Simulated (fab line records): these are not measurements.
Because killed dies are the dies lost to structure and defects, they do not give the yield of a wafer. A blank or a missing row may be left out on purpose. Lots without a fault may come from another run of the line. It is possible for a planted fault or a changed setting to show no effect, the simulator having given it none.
What tool caused it?	flow sky130	Sampling: 13 lots, 39 wafers, 2 of 708 route steps

WHAT THE GAUGES READ, wafer by wafer
SKY_VIA2_CD_MEAS_12: the cd target is 200 nm.
lot	measured	on	cd-nm (nm)
L501	day 36 02:17	cd-sem-02	197.8 198.5 197.4
L502	day 36 11:17	cd-sem-01	200.4 200.2 199.3
L503	day 36 18:40	cd-sem-02	199.5 199.9 199.9
L506	day 37 15:58	cd-sem-02	201.1 200.0 200.5
L507	day 38 03:15	cd-sem-02	200.6 199.2 200.1
L511	day 39 16:13	cd-sem-02	200.7 200.3 199.5
L516	day 41 00:04	cd-sem-02	200.1 199.9 200.3
L517	day 41 03:57	cd-sem-02	198.4 198.7 200.3
L519	day 41 16:51	cd-sem-01	198.0 199.0 198.1
L520	day 42 04:28	cd-sem-02	201.9 201.0 200.9
L521	day 42 09:50	cd-sem-01	199.8 199.9 199.2
L522	day 42 11:51	cd-sem-01	200.0 200.0 199.3
L523	day 42 17:39	cd-sem-01	200.2 197.7 199.2

TOOL THAT RAN EACH LOT (tool first, then ch and the chambers of the sampled wafers, then the start)
lot	SKY_DNWELL_DEVELOP_06
L501	litho-track-01 ch 0, day 3 02:00
L502	litho-track-03 ch 0, day 3 10:00
L503	litho-track-03 ch 0, day 3 17:00
L506	litho-track-03 ch 0, day 4 09:00
L507	litho-track-01 ch 0, day 4 13:00
L511	litho-track-01 ch 0, day 5 09:00
L516	litho-track-02 ch 0, day 6 18:00
L517	litho-track-02 ch 0, day 6 21:00
L519	litho-track-03 ch 0, day 7 04:00
L520	litho-track-01 ch 0, day 7 16:00
L521	litho-track-03 ch 0, day 7 22:00
L522	litho-track-02 ch 0, day 7 23:00
L523	litho-track-02 ch 0, day 8 05:00
- SKY_DNWELL_DEVELOP_06: develop time 60 s.

WHAT THE TOOLS THEMSELVES READ (means of the sampled wafers that have a number; where no wafer has one, the mark that the record gives instead)
SKY_DNWELL_DEVELOP_06.
lot	tool	developer-temp-C (C)
L501	litho-track-01	22.99
L502	litho-track-03	23.01
L503	litho-track-03	22.95
L506	litho-track-03	23.04
L507	litho-track-01	23.95
L511	litho-track-01	23.93
L516	litho-track-02	23.18
L517	litho-track-02	22.95
L519	litho-track-03	23.03
L520	litho-track-01	23.12
L521	litho-track-03	23.03
L522	litho-track-02	22.97
L523	litho-track-02	23.08

THE ANSWER, worked out from the rows above alone
Rule: what is usual is taken from the lots themselves. The widest of any qualifying gaps counts: lots, ordered by their means at a reading, are off when they make up no more than a third of the lots, leave a main group of 4 or more, and stand apart from it by 3 or more times the standard deviation of that group's means. A main group whose means are all the same, to the digits that the tables above print for the reading, isn't used. A lot without any number at a reading at which 4 lots or more have one is off too. Any other lot the step has rows for is counted as sound. After the gauges, taken in route order, come the tools' own readings; for these a lot's mean is taken, as printed above. The first step at which some lot is off is used, and at that step the reading that is off furthest; a lot without a number counts as furthest.
Off: L507, L511 (SKY_DNWELL_DEVELOP_06, developer-temp-C). For the main group the mean is 23.03 C and the standard deviation 0.068.
If a tool, at that step or one of the process steps before it, ran each lot that is off and ran no sound lot following the first of them, it fits. Of those tried, none fits.

WHAT THE SIMULATOR HAD PUT IN
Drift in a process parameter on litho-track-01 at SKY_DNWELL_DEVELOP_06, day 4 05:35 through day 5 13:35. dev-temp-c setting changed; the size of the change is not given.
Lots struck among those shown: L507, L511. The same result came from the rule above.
